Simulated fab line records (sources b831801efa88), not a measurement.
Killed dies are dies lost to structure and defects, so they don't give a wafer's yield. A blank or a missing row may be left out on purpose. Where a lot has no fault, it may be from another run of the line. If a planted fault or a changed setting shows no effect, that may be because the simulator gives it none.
Struck lot and sound lot, side by side    flow gf180mcu    14 steps out of a route of 602
Sound: wafers L462.1, L462.4, L462.5. Wafers L467.4, L467.5, L467.6 were the ones struck. Last of all comes the cause.
For every step that has rows: the tool of each side, followed by ch and its chambers, followed by its first start. Under that, the readings that differ: sound wafers    struck wafers    difference of the means    sigmas: that difference in standard deviations of wafers without a fault.
alike: a reading whose means differ by less than 2 such deviations, as well as words and numbers matching on both sides. not compared: withheld readings; readings where some wafer has no value; bounds like >300 that might hide an equal value; numbers whose values overlap and for which the record gives no deviation.
A row with sigmas, a row that says differs or no value, or rows on one side alone: a step with any of these is where the two part. Numbers that have no deviation but don't overlap get no sigmas and don't part them. A reading that every wafer of one side lacks parts them only if that side has two wafers or more.

first, 1 step without rows for these wafers: GF_V1_CVD_00 (deposits SiO2, target thk 600 nm, time 100 s).
GF_V1_THK_MEAS_01:
  sound on film-metro-03, day 17 04:25; struck on film-metro-04, day 18 22:26
reading             sound        struck       difference  sigmas
V1_CVD_00_THK (nm)  588 585 590  604 608 602  +17         +3
GF_V1_CVD_02: deposits SiO2 from TEOS, target thk 850 nm, time 94.851 s.
  sound on pecvd-01 ch 0,1,2, day 17 04:29; struck on pecvd-01 ch 0,1,2, day 18 22:30
  alike: heater-power-w, susceptor-temp-C
GF_V1_THK_MEAS_03:
  sound on film-metro-04, day 17 04:32; struck on film-metro-01, day 18 22:34
  alike: V1_CVD_02_THK
GF_V1_CMP_04: polishes SiO2.
  sound on cmp-02 ch 2,3, day 17 04:39; struck on cmp-02 ch 0,3, day 18 22:38
  alike: motor-current-A, platen-rpm, time-to-endpoint-s
GF_V1_BOW_MEAS_05:
  sound on film-metro-04, day 17 04:54; struck on film-metro-04, day 18 22:57
  alike: V1_BOW
then, 6 steps without rows for these wafers: GF_V1_DEHYDRATE_06 (time 60 s); GF_V1_HMDS_07 (prime time 60 s); GF_V1_COAT_08; GF_V1_COAT_09 (resist thk 1000 nm); GF_V1_SOFTBAKE_10 (time 60 s); GF_V1_EXPOSE_11 (exposes mask Via1, target cd 260 nm).
GF_V1_PEB_12: peb time 90 s.
  sound on litho-track-03 ch 0, day 18 03:31; struck on litho-track-04 ch 0, day 19 23:04
reading                   sound              struck             difference  sigmas
heater-power-total-W (W)  85.82 85.77 85.53  86.67 86.66 86.67  +0.96       +11
then, 1 step without rows for these wafers: GF_V1_DEVELOP_13 (develop time 60 s).

== WHERE THEY PART ==
At GF_V1_THK_MEAS_01 first; at GF_V1_PEB_12 last (within this record only).

WHY: what had been put in by the simulator
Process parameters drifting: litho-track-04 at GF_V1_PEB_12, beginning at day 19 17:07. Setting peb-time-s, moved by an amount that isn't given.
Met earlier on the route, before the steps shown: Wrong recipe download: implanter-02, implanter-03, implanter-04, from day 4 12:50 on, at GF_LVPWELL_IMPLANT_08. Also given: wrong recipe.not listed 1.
